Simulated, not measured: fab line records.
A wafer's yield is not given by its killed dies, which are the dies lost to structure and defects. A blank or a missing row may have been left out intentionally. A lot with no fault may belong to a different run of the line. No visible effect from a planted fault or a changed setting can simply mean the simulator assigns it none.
Code-filled problem report in 8D (eight disciplines) form || flow gf180mcu || the parts of the form that need people (team, actions taken, sign-off) are left out

== 1. THE PROBLEM ==
Wafers free of any fault read 487.5 ohm/sq (standard deviation 1.3) for NWELL_RS at GF_VT_IMPLANT_RS_MEAS_47, against a mean of 477.0 ohm/sq on 3 wafers of 3 lots. That is -8.1 standard deviations from the usual mean.
The step: measures by four-point-probe.
First observed at day 10 00:47: wafer L113.6, on filmMetro-01. The record has a number at this step for 36 wafers belonging to 14 lots. The rule behind "out" and "out of limits": a value lying over 4 standard deviations away from the usual mean. The other wafers with a number count as sound.

== 2. WHAT IT IS, WHAT IT ISN'T ==
{"question": "which readings at this step", "is": "NWELL_RS", "is not": "-"}
{"question": "which lots", "is": "L113, L114, L118", "is not": "L104, L106, L107, L117, L120, L121, L123, L124, L125, L126, L127"}
{"question": "which wafers of those lots", "is": "all that have a number", "is not": "-"}
{"question": "read on which gauges", "is": "filmMetro-01, filmMetro-04", "is not": "filmMetro-02"}
{"question": "when", "is": "from day 10 00:47", "is not": "up to then (9 sound wafers); but 24 sound wafers of L117, L120, L121, L123, L124, L125, L126, L127 came after"}

== 3. SUSPECTS, AND WHAT RULES EACH OUT ==
Counting: a tool at any process step up to the reading remains a suspect when it ran all the lots that are out and ran no sound lot after the first of those.
- the gauge at GF_VT_IMPLANT_RS_MEAS_47 is ruled out. 2 gauges (filmMetro-01, filmMetro-04) read the wafers that are out.
- implanter-02 at GF_NWELL_IMPLANT_09: kept. Every lot that is out went through it, starting with L113 (day 5 09:29), and after that it ran no sound lot; the last sound lot it ran before then is L107 (day 4 01:37). Its own readings are out on those wafers: beamOnS.
After counting, what remains is implanter-02 at GF_NWELL_IMPLANT_09.

== 4. THE CAUSE (what the simulator had put in) ==
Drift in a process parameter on implanter-02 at GF_NWELL_IMPLANT_09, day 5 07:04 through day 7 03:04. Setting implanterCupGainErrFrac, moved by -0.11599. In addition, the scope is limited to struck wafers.
After counting, this tool was the only one left.

== 5. THE EFFECT CHAIN, in route order ==
Rows list readings where the struck wafers' mean (over those with a number) sits beyond 3 standard deviations from the usual. Only readings whose record carries a usual standard deviation are examined. hours: median over the lots of the time between each lot's start at the first step of this table that gives one and its start at this step. sigmas: the change, counted in usual standard deviations.
{"hours": 0, "step": "GF_NWELL_IMPLANT_09", "reading": "beamOnS", "usual": "10.00 s", "on struck wafers": 11.18, "change": "+1.18", "sigmas": "+5.3"}
{"hours": 0, "step": "GF_NWELL_IMPLANT_09", "reading": "faradayCurrentUA", "usual": 22.5, "on struck wafers": 20.2, "change": -2.3, "sigmas": -4.6}
{"hours": 114, "step": "GF_VT_IMPLANT_RS_MEAS_47", "reading": "NWELL_RS", "usual": "487.5 ohm/sq", "on struck wafers": 477.0, "change": -10.5, "sigmas": -8.1}
It contains these process steps:
- GF_NWELL_IMPLANT_09
Later steps that measure or inspect, where all struck wafers having a row at the step show a number for every such reading and not one has moved that far: GF_VT_IMPLANT_RS_MEAS_48.

== 6. HOW IT WOULD HAVE BEEN CAUGHT EARLIER ==
114 hours passed between the start of the fault at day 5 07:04 and the first reading out of limits at a measuring or inspecting step in this record, taken at day 10 00:47.
At GF_NWELL_IMPLANT_09, the tool's own readings (beamOnS) were out on each struck wafer the step has a row for, so an alarm limit on them would have fired on the first such wafer.
Each of the lots that are out, 3 in all, had begun GF_NWELL_IMPLANT_09 on implanter-02 no later than day 10 00:47. A hold on the tool at that time would have spared none of them.
